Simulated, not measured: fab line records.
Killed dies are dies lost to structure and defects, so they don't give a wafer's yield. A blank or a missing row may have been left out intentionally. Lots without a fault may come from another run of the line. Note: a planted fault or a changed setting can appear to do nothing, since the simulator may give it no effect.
What tool caused it? | flow sky130 | 36 wafers from 12 lots sampled at 5 of the route's 708 steps

== WHAT THE GAUGES READ, wafer by wafer ==
SKY_POLY_CUT_CD_MEAS_08: target cd 270 nm.
lot  | measured     | on       | cdNm (nm)
L547 | day 24 11:07 | cdSem-01 | 267.7 269.2 268.9
L548 | day 24 17:07 | cdSem-02 | 271.1 271.0 270.4
L550 | day 25 05:16 | cdSem-02 | 270.4 270.8 270.2
L551 | day 25 14:54 | cdSem-02 | 268.8 268.5 268.0
L553 | day 26 08:51 | cdSem-02 | 271.6 269.3 270.6
L564 | day 30 05:23 | cdSem-01 | 269.0 270.3 269.6
L565 | day 30 10:33 | cdSem-01 | 271.6 269.5 270.6
L566 | day 30 15:30 | cdSem-01 | 271.5 270.9 270.9
L567 | day 31 00:07 | cdSem-01 | 270.7 270.8 269.2
L568 | day 31 09:57 | cdSem-01 | 266.8 266.7 268.1
L569 | day 31 16:10 | cdSem-02 | 268.8 268.6 269.1
L570 | day 31 22:09 | cdSem-02 | 271.8 272.6 271.7

SKY_SD_P_CD_MEAS_07: target cd 380 nm.
lot  | measured     | on       | cdNm (nm)
L547 | day 25 17:32 | cdSem-02 | 379.8 384.7 383.5
L548 | day 25 22:51 | cdSem-02 | 382.9 381.3 383.5
L550 | day 26 10:43 | cdSem-01 | 380.6 380.1 381.2
L551 | day 26 20:20 | cdSem-02 | 380.3 380.7 380.9
L553 | day 27 14:17 | cdSem-02 | 407.0 410.2 407.8
L564 | day 31 09:53 | cdSem-02 | 381.0 378.6 377.7
L565 | day 31 14:58 | cdSem-01 | 377.7 379.7 379.3
L566 | day 31 18:53 | cdSem-01 | 385.8 383.4 383.2
L567 | day 32 03:36 | cdSem-01 | 382.7 383.2 382.1
L568 | day 32 13:06 | cdSem-02 | 380.5 381.2 377.5
L569 | day 32 19:52 | cdSem-01 | 377.8 379.0 378.4
L570 | day 33 00:36 | cdSem-02 | 382.9 381.8 380.1

SKY_SD_N_TW_MEAS_12.
lot  | measured     | on           | SD_N_TW
L547 | day 28 04:13 | filmMetro-01 | 3988 3969 3983
L548 | day 28 10:09 | filmMetro-02 | 3980 3971 3970
L550 | day 28 21:07 | filmMetro-02 | 4000 4000 4000
L551 | day 29 05:57 | filmMetro-02 | 3962 3969 3960
L553 | day 29 23:20 | filmMetro-02 | 3967 3972 3972
L564 | day 33 16:26 | filmMetro-01 | 3998 4019 4009
L565 | day 33 21:31 | filmMetro-04 | 4019 4021 4025
L566 | day 34 00:48 | filmMetro-01 | 4023 4000 4001
L567 | day 34 09:21 | filmMetro-01 | 3972 3984 3985
L568 | day 34 19:14 | filmMetro-04 | 4006 3999 4000
L569 | day 35 01:08 | filmMetro-02 | 3975 3967 3984
L570 | day 35 06:33 | filmMetro-01 | 3972 3973 3958

== WHICH TOOL RAN EACH LOT (tool, then ch and the chambers of the sampled wafers, then the start) ==
lot  | SKY_LDD_N_STRIP_16                  | SKY_SD_P_EXPOSE_04
L547 | plasmaAsher-02 ch 0,1, day 17 21:55 | ilineStepper-02 ch 0, day 25 02:34
L548 | plasmaAsher-03 ch 0,1, day 18 04:02 | ilineStepper-02 ch 0, day 25 08:33
L550 | plasmaAsher-03 ch 0,1, day 18 14:41 | ilineStepper-01 ch 0, day 25 20:19
L551 | plasmaAsher-02 ch 0,1, day 19 02:01 | ilineStepper-02 ch 0, day 26 05:46
L553 | plasmaAsher-01 ch 0, day 19 22:28   | ilineStepper-02 ch 0, day 26 23:51
L564 | plasmaAsher-01 ch 0,1, day 23 23:05 | ilineStepper-01 ch 0, day 30 19:56
L565 | plasmaAsher-01 ch 0,1, day 24 06:29 | ilineStepper-02 ch 0, day 31 01:17
L566 | plasmaAsher-03 ch 0,1, day 24 12:49 | ilineStepper-02 ch 0, day 31 05:48
L567 | plasmaAsher-03 ch 0,1, day 24 21:20 | ilineStepper-01 ch 0, day 31 14:01
L568 | plasmaAsher-03 ch 0,1, day 25 05:32 | ilineStepper-01 ch 0, day 31 23:48
L569 | plasmaAsher-02 ch 1, day 25 15:07   | ilineStepper-01 ch 0, day 32 06:09
L570 | plasmaAsher-01 ch 0,1, day 25 22:05 | ilineStepper-02 ch 0, day 32 12:03
- SKY_LDD_N_STRIP_16: strips in O2/N2.
- SKY_SD_P_EXPOSE_04: exposes mask PSDM, target cd 380 nm.

== WHAT THE TOOLS THEMSELVES READ (means of the sampled wafers that have a number; where no wafer has one, the mark that the record gives instead) ==
SKY_LDD_N_STRIP_16.
lot  | tool           | drypumpMotorCurrentA (A) | n2FlowSccm (sccm) | o2FlowSccm (sccm) | oesProductAu (a.u.) | stripTimeToEndpointS (s)
L547 | plasmaAsher-02 | 5.9                      | 300.0             | 3001              | 0.409               | 4.292
L548 | plasmaAsher-03 | 5.3                      | 300.3             | 3001              | 0.404               | 4.316
L550 | plasmaAsher-03 | 5.3                      | 299.7             | 3003              | 0.412               | 4.331
L551 | plasmaAsher-02 | 5.9                      | 300.9             | 3001              | 0.407               | 4.339
L553 | plasmaAsher-01 | 6.1                      | 300.0             | 3006              | 0.402               | 4.325
L564 | plasmaAsher-01 | 6.0                      | 299.4             | 3006              | 0.405               | 4.338
L565 | plasmaAsher-01 | 6.0                      | 300.1             | 3003              | 0.405               | 4.312
L566 | plasmaAsher-03 | 5.2                      | 299.0             | 3003              | 0.408               | 4.317
L567 | plasmaAsher-03 | 5.3                      | 299.2             | 2999              | 0.407               | 4.296
L568 | plasmaAsher-03 | 5.2                      | 300.2             | 2994              | 0.404               | 4.334
L569 | plasmaAsher-02 | 6.4                      | 300.3             | 3002              | 0.411               | 4.331
L570 | plasmaAsher-01 | 6.0                      | 300.7             | 2995              | 0.406               | 4.290

== THE ANSWER, worked out from the rows above alone ==
Rule: the usual values come from the lots themselves. The widest of any qualifying gaps counts: lots, ordered by their means at a reading, are off when they make up no more than a third of the lots, leave a main group of 4 or more, and stand apart from it by 3 or more times the standard deviation of that group's means. Not used: any main group whose means are identical at the precision the tables above print for the reading. Also off: a lot with no number at a reading for which 4 or more lots have one. Where the step has rows for the other lots, those lots are counted as sound. The gauges are gone through in route order, then the tools' own readings, and for those a lot's mean is taken as printed above. At the first step where some lot is off, the reading lying furthest off is the one used; lots without a number count as furthest.
Off, at SKY_SD_P_CD_MEAS_07 on cdNm: L553. The main group: mean 381.0 nm, standard deviation 1.8.
If a tool, at a process step before that reading, ran all the lots that are off and no sound lot after the first of them, it fits. Those tools and the gauges at SKY_SD_P_CD_MEAS_07 are tried in the same way. Of those tried, none fits.

== WHAT THE SIMULATOR HAD INSERTED ==
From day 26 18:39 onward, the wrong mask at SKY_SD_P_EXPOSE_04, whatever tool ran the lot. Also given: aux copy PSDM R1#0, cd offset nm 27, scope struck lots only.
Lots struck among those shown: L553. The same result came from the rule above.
